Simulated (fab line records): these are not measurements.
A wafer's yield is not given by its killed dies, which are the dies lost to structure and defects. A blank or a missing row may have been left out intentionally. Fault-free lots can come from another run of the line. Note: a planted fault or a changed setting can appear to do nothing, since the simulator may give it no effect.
Which tool is to blame?    flow gf180mcu    13 lots with 39 wafers sampled at 3 steps, on a route of 602 steps

## WHAT THE GAUGES READ, wafer by wafer
GF_HV_LDD_CD_MEAS_31: the cd target is 400 nm.
lot   measured      on        cdNm (nm)
L489  day 11 13:41  cdSem-01  399.2 401.0 400.0
L490  day 11 16:18  cdSem-02  396.6 395.8 394.1
L491  day 12 01:05  cdSem-02  399.8 400.8 400.7
L492  day 12 10:19  cdSem-01  399.1 399.3 399.6
L493  day 12 10:35  cdSem-01  402.1 400.7 402.5
L494  day 13 00:25  cdSem-02  403.9 402.1 403.5
L495  day 13 08:26  cdSem-02  400.7 402.3 399.8
L496  day 13 15:50  cdSem-01  402.4 402.1 402.3
L501  day 16 00:20  cdSem-02  402.2 402.4 401.9
L508  day 17 17:59  cdSem-02  397.6 398.3 398.6
L510  day 18 10:30  cdSem-01  400.6 396.7 399.9
L511  day 18 16:09  cdSem-02  404.9 401.7 403.7
L512  day 18 22:50  cdSem-02  401.2 402.2 401.0

GF_HV_LDD_CD_MEAS_46: the cd target is 400 nm.
lot   measured      on        cdNm (nm)
L489  day 12 09:52  cdSem-01  395.3 396.3 396.0
L490  day 12 12:25  cdSem-01  399.4 401.5 402.5
L491  day 12 20:36  cdSem-01  397.1 394.6 397.6
L492  day 13 06:59  cdSem-02  401.4 400.0 402.8
L493  day 13 07:41  cdSem-02  400.5 399.5 399.0
L494  day 13 20:19  cdSem-01  398.6 398.4 398.6
L495  day 14 05:47  cdSem-01  400.9 400.6 400.7
L496  day 14 13:28  cdSem-02  395.5 397.3 396.6
L501  day 16 23:43  cdSem-02  400.9 399.1 399.1
L508  day 18 17:21  cdSem-02  402.5 401.4 401.5
L510  day 19 10:31  cdSem-02  397.2 395.8 400.5
L511  day 19 16:33  cdSem-01  401.1 398.2 399.1
L512  day 19 22:22  cdSem-02  398.6 398.9 397.5

GF_HV_LDD_OVL_MEAS_47.
lot   measured      on          HV_LDD_03_OVL (nm)
L489  day 12 09:59  overlay-01  -1.9 -1.6 -0.7
L490  day 12 12:32  overlay-02  -2.7 -1.0 -1.9
L491  day 12 20:43  overlay-01  -0.8 -1.8 -2.4
L492  day 13 07:05  overlay-01  0.5 2.3 1.8
L493  day 13 07:49  overlay-02  -1.1 0.1 0.6
L494  day 13 20:26  overlay-01  -3.2 -3.1 -2.1
L495  day 14 05:55  overlay-02  0.0 1.3 0.7
L496  day 14 13:34  overlay-01  -2.5 -2.0 -0.7
L501  day 16 23:50  overlay-01  -2.4 -3.5 -2.1
L508  day 18 17:28  overlay-02  0.2 1.5 0.6
L510  day 19 10:38  overlay-02  -2.9 -0.7 -1.4
L511  day 19 16:39  overlay-02  1.4 -0.1 1.1
L512  day 19 22:28  overlay-02  1.7 0.9 -0.6

## WHAT TOOL EACH LOT RAN ON (gives the tool, then ch and the chambers of the sampled wafers, and finally the start)
Record: no process step prior to these readings.

## WHAT THE TOOLS THEMSELVES READ (means of the sampled wafers that have a number; where no wafer has one, the mark that the record gives instead)
The record holds no such reading with a usual standard deviation.

## THE ANSWER, worked out from the rows above alone
Rule: what is usual is taken from the lots themselves. The widest of any qualifying gaps counts: lots, ordered by their means at a reading, are off when they make up no more than a third of the lots, leave a main group of 4 or more, and stand apart from it by 3 or more times the standard deviation of that group's means. A main group is skipped when, at the precision printed for the reading in the tables above, its means are all equal. Also off: a lot with no number at a reading for which 4 or more lots have one. The other lots that the step has rows for count as sound. First the gauges in route order, then the tools' own readings, where a lot's mean is used as printed above. The first step at which some lot is off is used, and at that step the reading that is off furthest; a lot without a number counts as furthest.
Nothing can be told from this: no lot is off at any reading shown.

## WHAT WAS PUT IN BY THE SIMULATOR
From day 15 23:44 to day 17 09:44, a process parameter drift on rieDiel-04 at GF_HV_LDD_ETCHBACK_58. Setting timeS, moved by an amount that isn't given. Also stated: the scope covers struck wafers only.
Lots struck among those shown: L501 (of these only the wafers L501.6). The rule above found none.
